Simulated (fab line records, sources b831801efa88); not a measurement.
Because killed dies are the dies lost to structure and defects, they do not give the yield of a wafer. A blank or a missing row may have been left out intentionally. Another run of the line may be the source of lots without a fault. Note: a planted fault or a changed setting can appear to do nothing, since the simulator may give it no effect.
Struck lot and sound lot, side by side | flow sfq-line | 42 steps out of a route of 325
Sound: wafers L754.2, L754.4, L754.6. Struck: wafers L757.3, L757.5, L757.6. Last of all comes the cause.
Each step with rows lists, per side, the tool, then ch with its chambers, then its first start. Under that, the readings that differ: sound wafers | struck wafers | difference of the means | sigmas: that difference in standard deviations of wafers without a fault.
alike: same words and numbers on both sides, and readings whose means sit less than 2 such deviations apart. not compared: any withheld reading, any reading some wafer has no value for, any bound like >300 that may hide the same value, and any number with overlapping values for which the record gives no deviation.
A row with sigmas, a row that says differs or no value, or rows on one side alone: a step with any of these is where the two part. Non-overlapping numbers with no deviation appear without sigmas and do not part them. Lack of a reading on every wafer of one side parts them only where that side has two or more wafers.

first, 1 step without rows for these wafers: SFQ_TRILAYER_I2_CMP_CMP_064 (polishes SiO2).
SFQ_I2_BOW_MEAS_917:
  struck on film-metro-01, day 22 03:12; sound on film-metro-03, day 20 23:55
  alike: I2_BOW
SFQ_TRILAYER_I2_METRO_MEASURE_065:
  struck on film-metro-01, day 22 03:41; sound on film-metro-03, day 21 00:13
  alike: thk-nm
then, 6 steps without rows for these wafers: SFQ_TRILAYER_I2_VIA_LITHO_COAT_072 (resist thk 62 nm); SFQ_TRILAYER_I2_VIA_LITHO_COAT_067 (resist thk 650 nm); SFQ_TRILAYER_I2_VIA_LITHO_SOFTBAKE_071; SFQ_TRILAYER_I2_VIA_LITHO_EXPOSE_068 (exposes mask I2, target cd 500 nm); SFQ_TRILAYER_I2_VIA_LITHO_PEB_070 (peb time 60 s); SFQ_TRILAYER_I2_VIA_LITHO_DEVELOP_069 (time 60 s).
-- the record jumps here: 4 days lie between the struck wafers' starts before and after --
SFQ_I2_OVL_MEAS_918:
  struck on overlay-02, day 26 10:17; sound on overlay-01, day 25 11:35
  alike: I2_OVL
then, 1 step without rows for these wafers: SFQ_TRILAYER_I2_VIA_BARC_OPEN_VIA_ETCH_096 (etches BARC in O2, target depth 125 nm, time 41.7 s).
SFQ_TRILAYER_I2_VIA_ETCH_VIA_ETCH_070: etches SiO2 in CHF3, stops on Nb, target depth 260 nm.
  sound on rie-diel-04 ch 2,3, day 25 11:39; struck on rie-diel-04 ch 2,3, day 26 10:21
  alike: bias-w, drypump-motor-current-A, oes-product-au
SFQ_TRILAYER_I2_VIA_STRIP_STRIP_071: strips in O2.
  sound on rie-metal-04 ch 0,1, day 25 11:46; struck on rie-metal-01 ch 0,1, day 26 10:40
  no value came back on the struck wafers for chamber-pressure-mTorr (mTorr), drypump-motor-current-A (A), oes-product-au (a.u.); on the sound wafers chamber-pressure-mTorr (mTorr) reads 50.04 50.02 50.01
  reading                                                  | sound | struck            | difference | sigmas
  model.KrF_of_TRILAYER_I2_VIA_LITHO_COAT_067.thk-nm (nm)  | 0 0 0 | 532.4 528.8 528.4 | +529.9     |
  model.BARC_of_TRILAYER_I2_VIA_LITHO_COAT_072.thk-nm (nm) | 0 0 0 | 62.03 61.66 61.9  | +61.86     |
  not compared: rf-hours-counter-h
then, 3 steps without rows for these wafers: SFQ_TRILAYER_I2_VIA_STRIP_SOLV_CLEAN_072 (cleans in NMP, time 600 s); SFQ_TRILAYER_M3_DEP_PRE_CLEAN_074 (time 22.5 s); SFQ_TRILAYER_M3_DEP_SPUTTER_073 (material Nb, target thk 200 nm, time 133.3 s).
SFQ_M3_RS_MEAS_919: a four-point-probe measurement.
  struck on film-metro-04, day 26 11:24; sound on film-metro-01, day 25 12:41
  alike: M3_NB_RS
then, 6 steps without rows for these wafers: SFQ_TRILAYER_M3_LITHO_COAT_080 (resist thk 62 nm); SFQ_TRILAYER_M3_LITHO_COAT_075 (resist thk 600 nm); SFQ_TRILAYER_M3_LITHO_SOFTBAKE_079; SFQ_TRILAYER_M3_LITHO_EXPOSE_076 (exposes mask M3, target cd 500 nm); SFQ_TRILAYER_M3_LITHO_PEB_078 (peb time 60 s); SFQ_TRILAYER_M3_LITHO_DEVELOP_077 (time 60 s).
-- the record jumps here: 4 days lie between the struck wafers' starts before and after --
SFQ_M3_OVL_MEAS_921:
  struck on overlay-01, day 30 14:11; sound on overlay-02, day 29 20:11
  alike: M3_OVL
SFQ_TRILAYER_M3_BARC_OPEN_METAL_ETCH_100: etches BARC in O2, target depth 125 nm, time 41.7 s.
  sound on rie-metal-04 ch 0,1, day 29 20:13; struck on rie-metal-03 ch 0,1, day 30 14:14
  reading                     | sound          | struck         | difference | sigmas
  drypump-motor-current-A (A) | 5.08 5.06 4.84 | 5.42 5.41 5.28 | +0.38      | +2
  alike: bias-w, oes-product-au
  not compared: rf-hours-counter-h
then, 3 steps without rows for these wafers: SFQ_TRILAYER_M3_ETCH_METAL_ETCH_078 (etches Nb in Cl2/Ar, stops on SiO2, target depth 240 nm, time 120 s); SFQ_TRILAYER_M3_STRIP_STRIP_079 (strips in O2); SFQ_TRILAYER_M3_STRIP_SOLV_CLEAN_080 (cleans in NMP, time 600 s).
SFQ_TRILAYER_I3_DEP_PECVD_081: deposits SiO2 from SiH4/N2O, time 111.11 s, target thk 500 nm.
  sound on pecvd-03 ch 0,1,2, day 29 21:10; struck on pecvd-04 ch 0,2, day 30 15:10
  alike: heater-power-outer-w, heater-power-w, showerhead-vpp-V, throttle-valve-pct
-- the record jumps here: 2 days lie between the struck wafers' starts before and after --
SFQ_TRILAYER_I3_CMP_CMP_082: polishes SiO2.
  sound on cmp-02 ch 1,2,3, day 31 11:47; struck on cmp-01 ch 0,1,3, day 32 16:04
  alike: motor-current-A, platen-rpm, time-to-endpoint-s
SFQ_I3_BOW_MEAS_922:
  struck on film-metro-04, day 32 17:37; sound on film-metro-03, day 31 14:18
  reading     | sound    | struck   | difference | sigmas
  I3_BOW (um) | 27 13 14 | -2 -14 3 | -22        | -2
then, 7 steps without rows for these wafers: SFQ_TRILAYER_I3_METRO_MEASURE_083; SFQ_TRILAYER_I3_VIA_LITHO_COAT_090 (resist thk 62 nm); SFQ_TRILAYER_I3_VIA_LITHO_COAT_085 (resist thk 650 nm); SFQ_TRILAYER_I3_VIA_LITHO_SOFTBAKE_089; SFQ_TRILAYER_I3_VIA_LITHO_EXPOSE_086 (exposes mask I3, target cd 500 nm); SFQ_TRILAYER_I3_VIA_LITHO_PEB_088 (peb time 60 s); SFQ_TRILAYER_I3_VIA_LITHO_DEVELOP_087 (time 60 s).
-- the record jumps here: 3 days lie between the struck wafers' starts before and after --
SFQ_I3_OVL_MEAS_923:
  struck on overlay-01, day 35 22:02; sound on overlay-01, day 34 21:17
  alike: I3_OVL
then, 2 steps without rows for these wafers: SFQ_TRILAYER_I3_VIA_BARC_OPEN_VIA_ETCH_121 (etches BARC in O2, target depth 125 nm, time 41.7 s); SFQ_TRILAYER_I3_VIA_ETCH_VIA_ETCH_088 (etches SiO2 in CHF3, stops on Nb, target depth 260 nm).
-- the record jumps here: 43 days lie between the struck wafers' starts before and after --
SFQ_M8_BOW_MEAS_951:
  struck on film-metro-01, day 79 07:04; sound on film-metro-01, day 78 13:02
  reading                 | sound               | struck            | difference | sigmas
  M8_BOW (um)             | 36 21 22            | -6 -18 -2         | -35        | -3
  model.etest.m3.ohm-sq   | 0.8857 0.8935 0.888 | 1e+06 1e+06 1e+06 | +1e+06     |
  model.etest.m3.ohm-um   | 1.772 1.781 1.789   | 1e+06 1e+06 1e+06 | +1e+06     |
  model.etest.i3.link-ohm | 1.933 1.952 1.953   | 1e+06 1e+06 1e+06 | +1e+06     |
  model.etest.i2.link-ohm | 1.963 1.966 1.967   | 1e+06 1e+06 1e+06 | +1e+06     |

WHERE THEY PART
Earliest at SFQ_TRILAYER_I2_VIA_STRIP_STRIP_071; latest, in this record, at SFQ_M8_BOW_MEAS_951.

WHY: what had been put in by the simulator
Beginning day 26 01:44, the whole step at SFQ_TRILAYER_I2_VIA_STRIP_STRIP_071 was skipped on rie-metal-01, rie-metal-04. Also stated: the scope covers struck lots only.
